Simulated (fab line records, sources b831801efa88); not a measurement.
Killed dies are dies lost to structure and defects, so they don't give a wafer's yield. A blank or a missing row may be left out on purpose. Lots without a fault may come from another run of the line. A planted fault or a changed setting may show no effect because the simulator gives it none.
Which tool did it? | flow gf180mcu | 12 lots, 36 wafers sampled, at 2 steps of a route of 602

WHAT THE GAUGES READ, wafer by wafer
GF_SALICIDE_RS_MEAS_04: measures by four-point-probe. Usual: SALICIDE_TIN_RS 16.4 ohm/sq, standard deviation 0.42.
lot  | measured     | on            | SALICIDE_TIN_RS (ohm/sq) | flag
L850 | day 15 13:57 | film_metro-02 | 16.3 16.1 15.9           |
L852 | day 16 10:02 | film_metro-01 | 16.8 16.5 16.2           |
L855 | day 17 09:52 | film_metro-01 | 15.9 16.5 16.1           |
L858 | day 18 07:36 | film_metro-03 | 16.1 16.2 16.2           |
L860 | day 19 13:04 | film_metro-03 | 57.7 57.1 58.0           | OFF
L861 | day 19 13:59 | film_metro-02 | 57.5 57.3 57.5           | OFF
L863 | day 20 04:28 | film_metro-01 | 16.9 16.7 16.5           |
L864 | day 20 12:40 | film_metro-02 | 16.5 16.1 16.6           |
L865 | day 20 23:37 | film_metro-01 | 16.0 16.0 16.1           |
L866 | day 21 06:28 | film_metro-02 | 16.0 16.2 16.1           |
L867 | day 21 16:11 | film_metro-02 | 16.7 16.9 16.8           |
L871 | day 22 23:51 | film_metro-02 | 16.5 16.8 16.2           |

WHICH TOOL RAN EACH LOT (tool, then ch and the chambers of the sampled wafers, then the start)
lot  | GF_SALICIDE_SPUTTER_02
L850 | pvd_sputter-04, day 15 13:53
L852 | pvd_sputter-02, day 16 09:58
L855 | pvd_sputter-03, day 17 09:49
L858 | pvd_sputter-04, day 18 07:31
L860 | pvd_sputter-03, day 19 13:01
L861 | pvd_sputter-03, day 19 13:55
L863 | pvd_sputter-03, day 20 04:24
L864 | pvd_sputter-03, day 20 12:36
L865 | pvd_sputter-04, day 20 23:32
L866 | pvd_sputter-04, day 21 06:25
L867 | pvd_sputter-03, day 21 16:07
L871 | pvd_sputter-03, day 22 23:47
- GF_SALICIDE_SPUTTER_02: material Co, target thk 10 nm, time 19.75 s.

WHAT THE TOOLS THEMSELVES READ (means of the sampled wafers that have a number; where no wafer has one, the mark that the record gives instead)
GF_SALICIDE_SPUTTER_02. Usual: cathode_dc_power_W 1000.0 W, standard deviation 0.18; chamber_pressure_pa 0.3999 Pa, standard deviation 0.00084; throttle_valve_pct 30.2 %, standard deviation 1.6.
lot  | tool           | cathode_dc_power_W (W) | chamber_pressure_pa (Pa) | throttle_valve_pct (%) | flag
L850 | pvd_sputter-04 | 999.9                  | 0.4002                   | 32.0                   |
L852 | pvd_sputter-02 | 1000.1                 | 0.4004                   | 29.1                   |
L855 | pvd_sputter-03 | 999.9                  | 0.3994                   | 31.6                   |
L858 | pvd_sputter-04 | 999.9                  | 0.3999                   | 29.4                   |
L860 | pvd_sputter-03 | -                      | -                        | -                      | OFF
L861 | pvd_sputter-03 | -                      | -                        | -                      | OFF
L863 | pvd_sputter-03 | 1000.0                 | 0.3996                   | 32.4                   |
L864 | pvd_sputter-03 | 1000.0                 | 0.4003                   | 31.4                   |
L865 | pvd_sputter-04 | 1000.0                 | 0.3996                   | 29.6                   |
L866 | pvd_sputter-04 | 999.9                  | 0.4005                   | 29.5                   |
L867 | pvd_sputter-03 | 1000.0                 | 0.3992                   | 30.0                   |
L871 | pvd_sputter-03 | 1000.1                 | 0.3994                   | 30.6                   |

THE ANSWER, worked out from the rows above alone
Rule: a lot is off if the mean of its wafers that have a number lies more than 3 standard deviations from the usual mean. A lot without any number at a reading at which 4 lots or more have one is off too. The other lots that the step has rows for count as sound. The gauges are gone through in route order, then the tools' own readings, and for those a lot's mean is taken as printed above. The first step at which some lot is off is used, and at that step the reading that is off furthest; a lot without a number counts as furthest.
Off: L860, L861, at GF_SALICIDE_RS_MEAS_04 (SALICIDE_TIN_RS).
A tool fits if, at a process step before that reading, it ran every lot that is off, and no sound lot after the first of them. The gauges at GF_SALICIDE_RS_MEAS_04 aren't tried: what is off there is off at GF_SALICIDE_SPUTTER_02 too, on other tools, and a gauge's error can't cause that. None of those tried fits.

WHAT THE SIMULATOR HAD PUT IN
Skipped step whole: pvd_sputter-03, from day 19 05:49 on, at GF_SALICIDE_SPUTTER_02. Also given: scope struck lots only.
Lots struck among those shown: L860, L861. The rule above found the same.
